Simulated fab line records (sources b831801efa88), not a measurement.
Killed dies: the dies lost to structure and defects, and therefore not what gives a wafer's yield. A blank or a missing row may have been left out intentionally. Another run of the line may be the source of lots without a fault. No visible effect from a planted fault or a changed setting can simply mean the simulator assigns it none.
Problem report, 8D (eight disciplines) form, completed by code | flow gf180mcu | the parts of the form that need people (team, actions taken, sign-off) are left out

== 1. PROBLEM STATEMENT ==
rf_fwd_power_W at GF_HV_LDD_ETCHBACK_58 reads a mean of 461.2 W on 2 wafers of 2 lots; wafers without a fault read 396.9 W with a standard deviation of 1.4. That puts it +46 standard deviations away from the usual mean.
The step: etches Si3N4 in CH3F/O2, stops on SiO2, time 100 s, target depth 90 nm.
Earliest sighting: wafer L486.2 on rie_diel-04 at day 16 21:01. The record holds 18 wafers of 6 lots with a number at this step. The rule behind "out" and "out of limits": a value lying over 4 standard deviations away from the usual mean. All remaining wafers that have a number are taken as sound.

== 2. WHAT THIS IS AND IS NOT ==
question                    | is                | is not
which readings at this step | rf_fwd_power_W    | drypump_motor_current_A, oes_product_au, throttle_valve_pct
which lots                  | L486, L487        | L482, L484, L495, L496
which wafers of those lots  | L486.2, L487.6    | L486.5, L486.6, L487.3, L487.5
read on which tools         | rie_diel-04       | rie_diel-02
when                        | from day 16 21:01 | up to then (8 sound wafers); but 8 sound wafers of L487, L495, L496 came after

== 3. SUSPECTS, AND WHAT RULES EACH OUT ==
Counting: any tool at a process step up to the reading remains a suspect provided it ran every lot that is out. Sound lots after the first of them don't rule it out here, since some wafers of a struck lot are sound.
- rie_diel-04 at GF_HV_LDD_ETCHBACK_58 (etches Si3N4 in CH3F/O2, stops on SiO2, time 100 s, target depth 90 nm): kept. Ran every lot that is out, first one L486 (day 16 21:01); last sound lot up to then L484 (day 16 02:28). Its own rf_fwd_power_W readings are out on those wafers.
- At GF_HV_LDD_ETCHBACK_58, inside rie_diel-04: chamber 3 took the wafers that are out, while their sound lot-mates went through chambers 0, 2.
After counting, what remains is rie_diel-04 at GF_HV_LDD_ETCHBACK_58.

== 4. THE CAUSE (what the simulator had put in) ==
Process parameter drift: rie_diel-04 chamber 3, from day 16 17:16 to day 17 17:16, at GF_HV_LDD_ETCHBACK_58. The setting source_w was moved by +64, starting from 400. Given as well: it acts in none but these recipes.
After counting, this tool was the only one left.

== 5. SEQUENCE OF EFFECTS, ordered by route ==
One row per reading whose mean, taken over the struck wafers that have a number, lies over 3 standard deviations from the usual. Scope: only readings with a usual standard deviation given in the record; hours: median across lots of the time from each lot's start at the first step in this table that gives one to its start at this step; sigmas: change in usual standard deviations.
hours | step                  | reading        | usual   | on struck wafers | change | sigmas
0     | GF_HV_LDD_ETCHBACK_58 | rf_fwd_power_W | 396.9 W | 461.2            | +64.3  | +46
Here are the process steps it includes:
- GF_HV_LDD_ETCHBACK_58: etches Si3N4 in CH3F/O2, stops on SiO2, time 100 s, target depth 90 nm.
Later steps that measure or inspect, where all struck wafers having a row at the step show a number for every such reading and not one has moved that far: GF_NSD_CD_MEAS_07, GF_NSD_OVL_MEAS_08, GF_NSD_TW_MEAS_12, GF_PSD_CD_MEAS_07, GF_PSD_OVL_MEAS_08, GF_PSD_TW_MEAS_11.

== 6. WHAT WOULD HAVE CAUGHT IT SOONER ==
First out-of-limits reading in this record: day 16 21:01, which is 4 hours after fault onset at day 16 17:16.
